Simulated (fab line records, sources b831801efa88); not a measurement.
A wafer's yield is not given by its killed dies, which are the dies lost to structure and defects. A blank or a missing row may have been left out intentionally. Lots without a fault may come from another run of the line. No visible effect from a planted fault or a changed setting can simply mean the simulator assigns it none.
The tool behind it: which one? :: flow sky130 :: 6 lots with 18 wafers sampled at 3 steps, on a route of 708 steps

== WHAT EACH GAUGE READ, for each wafer ==
SKY_VT_ADJUST_NCORE_TW_MEAS_11.
lot: L260
measured: day 9 06:54
on: film_metro-02
VT_ADJUST_NCORE_TW: 217.0 216.5 217.4

lot: L264
measured: day 10 09:45
on: film_metro-04
VT_ADJUST_NCORE_TW: 220.3 220.9 221.1

lot: L266
measured: day 10 22:53
on: film_metro-03
VT_ADJUST_NCORE_TW: 30.0 30.0 29.9

lot: L275
measured: day 13 19:52
on: film_metro-03
VT_ADJUST_NCORE_TW: 220.6 220.3 219.5

lot: L277
measured: day 14 02:22
on: film_metro-02
VT_ADJUST_NCORE_TW: 217.1 216.4 216.9

lot: L279
measured: day 14 19:21
on: film_metro-04
VT_ADJUST_NCORE_TW: 221.6 221.5 221.4

== WHAT TOOL EACH LOT RAN ON (gives the tool, then ch and the chambers of the sampled wafers, and finally the start) ==
lot: L260
SKY_VT_ADJUST_LVTN_STRIP_20: plasma_asher-03 ch 0,1, day 8 09:10
SKY_VT_ADJUST_NCORE_STRIP_10: plasma_asher-02 ch 0,1, day 9 06:48

lot: L264
SKY_VT_ADJUST_LVTN_STRIP_20: plasma_asher-01 ch 0,1, day 9 11:23
SKY_VT_ADJUST_NCORE_STRIP_10: plasma_asher-04 ch 0,1, day 10 09:39

lot: L266
SKY_VT_ADJUST_LVTN_STRIP_20: plasma_asher-01 ch 0,1, day 9 23:47
SKY_VT_ADJUST_NCORE_STRIP_10: plasma_asher-04 ch 0,1, day 10 22:46

lot: L275
SKY_VT_ADJUST_LVTN_STRIP_20: plasma_asher-01 ch 0,1, day 12 16:59
SKY_VT_ADJUST_NCORE_STRIP_10: plasma_asher-04 ch 0,1, day 13 19:46

lot: L277
SKY_VT_ADJUST_LVTN_STRIP_20: plasma_asher-01 ch 0,1, day 12 23:51
SKY_VT_ADJUST_NCORE_STRIP_10: plasma_asher-04 ch 0,1, day 14 02:16

lot: L279
SKY_VT_ADJUST_LVTN_STRIP_20: plasma_asher-03 ch 0,1, day 13 16:46
SKY_VT_ADJUST_NCORE_STRIP_10: plasma_asher-01 ch 0,1, day 14 19:15
- SKY_VT_ADJUST_LVTN_STRIP_20: strips in O2/N2.
- SKY_VT_ADJUST_NCORE_STRIP_10: strips in O2/N2.

== THE ANSWER, worked out from the rows above alone ==
Rule: usual is defined by the lots themselves. Put in order of their means at a reading, lots are off if they are a third of the lots or fewer, leave a main group of 4 or more, and stand apart from it by a gap of 3 or more times the standard deviation of the main group's means; of several such gaps the widest counts. If all means in a main group match to the digits the tables above print for the reading, that group is not used. A lot without any number at a reading at which 4 lots or more have one is off too. All remaining lots with rows at the step are treated as sound.
Off: L266, at SKY_VT_ADJUST_NCORE_TW_MEAS_11 (VT_ADJUST_NCORE_TW). The main group has a mean of 219.2 with a standard deviation of 2.
If a tool, at a process step before that reading, ran all the lots that are off and no sound lot after the first of them, it fits. Gauges at SKY_VT_ADJUST_NCORE_TW_MEAS_11: tried the same way as those tools. None of those tried fits.

== WHAT HAD BEEN PUT IN BY THE SIMULATOR ==
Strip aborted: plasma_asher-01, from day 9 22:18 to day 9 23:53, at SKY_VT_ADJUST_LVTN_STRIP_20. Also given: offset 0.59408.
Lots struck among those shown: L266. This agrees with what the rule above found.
